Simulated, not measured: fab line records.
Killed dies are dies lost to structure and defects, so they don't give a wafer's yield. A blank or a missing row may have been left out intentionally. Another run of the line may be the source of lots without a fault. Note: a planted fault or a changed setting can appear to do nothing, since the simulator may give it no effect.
Matching of chambers :: flow gf180mcu :: 4 sister chambers for GF_STI_CMP_25 on cmp-01
The step polishes, stops on Si3N4, t overpolish 33 s, target thk 524.6 nm. 4 wafers are shown with their chamber, then 8 later ones without.

## WAFERS WITH THEIR CHAMBER
wafer: L541.6
chamber: 0
motor current A (A): 10.8

wafer: L551.2
chamber: 2
motor current A (A): 12.6

wafer: L551.4
chamber: 3
motor current A (A): 11.5

wafer: L555.1
chamber: 1
motor current A (A): 11.9

## WAFERS WITH NO CHAMBER GIVEN
wafer: L555.4
motor current A (A): 12.1

wafer: L555.5
motor current A (A): 11.1

wafer: L559.2
motor current A (A): 11.1

wafer: L559.4
motor current A (A): 12.9

wafer: L559.5
motor current A (A): 12.6

wafer: L560.4
motor current A (A): 11.6

wafer: L560.5
motor current A (A): 12.0

wafer: L560.6
motor current A (A): 11.1

## WHICH CHAMBER EACH ONE RAN IN
wafer: L555.4
from the rows above: can't be placed: 1 or 2 or 3
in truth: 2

wafer: L555.5
from the rows above: can't be placed: 0 or 3
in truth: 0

wafer: L559.2
from the rows above: can't be placed: 0 or 3
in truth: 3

wafer: L559.4
from the rows above: 2
in truth: 2

wafer: L559.5
from the rows above: 2
in truth: 2

wafer: L560.4
from the rows above: can't be placed: 3 or 1
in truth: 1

wafer: L560.5
from the rows above: can't be placed: 1 or 3
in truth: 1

wafer: L560.6
from the rows above: can't be placed: 0 or 3
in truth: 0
Placed correctly: 2 of 8. Unplaceable from these rows: 6, with the true chamber sitting among the candidates in 6. 0 placed wrongly.
How it was worked out, from the rows above alone: a wafer's distance from a chamber is the root of the sum, over the readings, of the square of ((its reading less the chamber's mean) divided by the reading's scatter). If the next closest chamber is less than 2 further off than the closest, the wafer can't be placed; otherwise it belongs to the closest. A chamber's mean is the mean of its shown wafers. The scatter (one wafer shown for each chamber): square how far every hidden wafer sits from the nearest shown wafer, average those squares and take the square root.
